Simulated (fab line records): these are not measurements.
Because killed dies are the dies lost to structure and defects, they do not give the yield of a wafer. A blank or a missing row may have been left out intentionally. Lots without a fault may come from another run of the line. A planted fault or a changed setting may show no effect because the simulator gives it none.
Split-lot trial    flow gf180mcu    route with 602 steps; 5 lots, 23 wafers read

== THE SPLIT ITSELF ==
At GF_M2_SPUTTER_03 (material Ti, target thk 10 nm, time 6.7 s), the setting power w was moved away from the recipe's 3000 W on 11 of the 23 wafers read, by -9.5% to +7.9%. The other wafers ran this setting at the recipe's value.

Reading taken at the split's own step.

== THE READING ==
Ti_of_M2_SPUTTER_03.thk nm (the simulator's own value, which no gauge read), in nm, at GF_M2_SPUTTER_03 (material Ti, target thk 10 nm, time 6.7 s). No usual value for it is given in the file. Across the 12 wafers here that went through the recipe, the average is 9.993 nm and the standard deviation 0.1 nm.

wafer   tool, chamber at the split  power w as run, W  against the recipe  Ti_of_M2_SPUTTER_03.thk nm, nm  against lot-mates on the recipe
L074.1  pvd sputter-01, -           3238               +7.9%               10.91                           +0.930
L074.2  pvd sputter-01, -           3238               +7.9%               10.76                           +0.780
L074.3  pvd sputter-01, -           3238               +7.9%               10.75                           +0.770
L074.4  pvd sputter-01, -           3000               recipe              10.01                           -
L074.5  pvd sputter-01, -           3000               recipe              9.951                           -
L077.1  pvd sputter-04, -           2891               -3.6%               9.48                            -0.459
L077.2  pvd sputter-04, -           3000               recipe              9.872                           -
L077.4  pvd sputter-04, -           3000               recipe              10                              -
L077.5  pvd sputter-04, -           3000               recipe              9.944                           -
L077.6  pvd sputter-04, -           2891               -3.6%               9.379                           -0.560
L081.1  pvd sputter-01, -           2716               -9.5%               9.149                           -1.001
L081.5  pvd sputter-01, -           2716               -9.5%               9.149                           -1.001
L081.2  pvd sputter-01, -           2716               -9.5%               9.244                           -0.906
L081.3  pvd sputter-01, -           3000               recipe              10.02                           -
L081.6  pvd sputter-01, -           3000               recipe              10.28                           -
L082.2  pvd sputter-01, -           3000               recipe              10.04                           -
L082.3  pvd sputter-01, -           3000               recipe              10                              -
L082.5  pvd sputter-01, -           3000               recipe              10                              -
L084.1  pvd sputter-04, -           3190               +6.3%               10.59                           +0.692
L084.2  pvd sputter-04, -           3000               recipe              9.938                           -
L084.3  pvd sputter-04, -           3000               recipe              9.857                           -
L084.4  pvd sputter-04, -           3190               +6.3%               10.56                           +0.662
L084.5  pvd sputter-04, -           3190               +6.3%               10.52                           +0.622

THE FIT
A straight line over all 23 wafers: Ti_of_M2_SPUTTER_03.thk nm changes by +0.0948 nm for each +1% of power w; r = +0.97; the points scatter about the line by 0.12 nm.
The same after taking each lot's own level away (the mean of its wafers on the recipe; 23 wafers): +0.105 nm for each +1%; r = +0.99; scatter 0.072 nm.
On that fit, the largest move of power w shifts the reading by 0.99 nm.
Across the lots, their own levels run from 9.8975 to 10.1500 nm, a range of 2.5 times the standard deviation given above.
The two slopes are in agreement: the lot-to-lot level therefore moves the slope only a little.
Check: -1 nm against its lot-mates is what the line predicts for one of the wafers moved furthest among these (-9.5%) when that wafer is left out of the fit. It came out at -1 nm against them.

== THE OTHER SPLITS THESE WAFERS WENT THROUGH ==
Other splits were also applied to these wafers ahead of the reading. Each is held against what the fit with the lots' levels taken away leaves over:
other split on the same wafers  wafers away from the commonest value  r with Ti_of_M2_SPUTTER_03.thk nm (lot level and that fit taken away)
GF_V1_SOFTBAKE_10 time s        8                                     -0.01
GF_V1_SPUTTER_21 time s         10                                    +0.06

== FILE'S OWN FIT ==
Ti_of_M2_SPUTTER_03.thk nm changes by +0.106 nm for each +1% of power w, r = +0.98.
